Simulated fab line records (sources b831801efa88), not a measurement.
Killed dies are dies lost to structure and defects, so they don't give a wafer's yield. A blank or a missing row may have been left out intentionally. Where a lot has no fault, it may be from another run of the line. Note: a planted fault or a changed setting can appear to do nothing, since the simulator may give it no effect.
What tool caused it? / flow gf180mcu / 18 wafers from 6 lots sampled at 2 of the route's 602 steps

## WHAT EACH GAUGE READ, for each wafer
GF_M4_THK_MEAS_06: measures by xrf.
lot=L433; measured=day 23 10:30; on=film-metro-04; M4_ALCU_THK (nm)=448 442 445
lot=L435; measured=day 24 04:28; on=film-metro-01; M4_ALCU_THK (nm)=448 443 444
lot=L441; measured=day 26 03:46; on=film-metro-01; M4_ALCU_THK (nm)=452 445 454
lot=L450; measured=day 28 15:24; on=film-metro-02; M4_ALCU_THK (nm)=453 451 450
lot=L452; measured=day 29 06:05; on=film-metro-02; M4_ALCU_THK (nm)=450 444 448
lot=L454; measured=day 29 23:10; on=film-metro-04; M4_ALCU_THK (nm)=455 450 455

## WHICH TOOL RAN EACH LOT (tool, then ch and the chambers of the sampled wafers, then the start)
lot=L433; GF_V3_CMP_26=cmp-01 ch 0,2, day 23 09:50
lot=L435; GF_V3_CMP_26=cmp-02 ch 0,1,3, day 24 03:50
lot=L441; GF_V3_CMP_26=cmp-02 ch 0,2,3, day 26 03:07
lot=L450; GF_V3_CMP_26=cmp-02 ch 0,3, day 28 14:49
lot=L452; GF_V3_CMP_26=cmp-01 ch 0,1,2, day 29 05:27
lot=L454; GF_V3_CMP_26=cmp-01 ch 0,1,3, day 29 22:31
- GF_V3_CMP_26: polishes, stops on SiO2, t overpolish 15 s, target thk 0 nm.

## THE ANSWER, worked out from the rows above alone
Rule: what is usual is taken from the lots themselves. Put in order of their means at a reading, lots are off if they are a third of the lots or fewer, leave a main group of 4 or more, and stand apart from it by a gap of 3 or more times the standard deviation of the main group's means; of several such gaps the widest counts. The tables above print the reading to a certain number of digits; a main group whose means all agree to those digits is not used. A lot without any number at a reading at which 4 lots or more have one is off too. Any other lot the step has rows for is counted as sound.
None of the lots is off at any reading shown; this tells nothing.

## WHAT WAS PUT IN BY THE SIMULATOR
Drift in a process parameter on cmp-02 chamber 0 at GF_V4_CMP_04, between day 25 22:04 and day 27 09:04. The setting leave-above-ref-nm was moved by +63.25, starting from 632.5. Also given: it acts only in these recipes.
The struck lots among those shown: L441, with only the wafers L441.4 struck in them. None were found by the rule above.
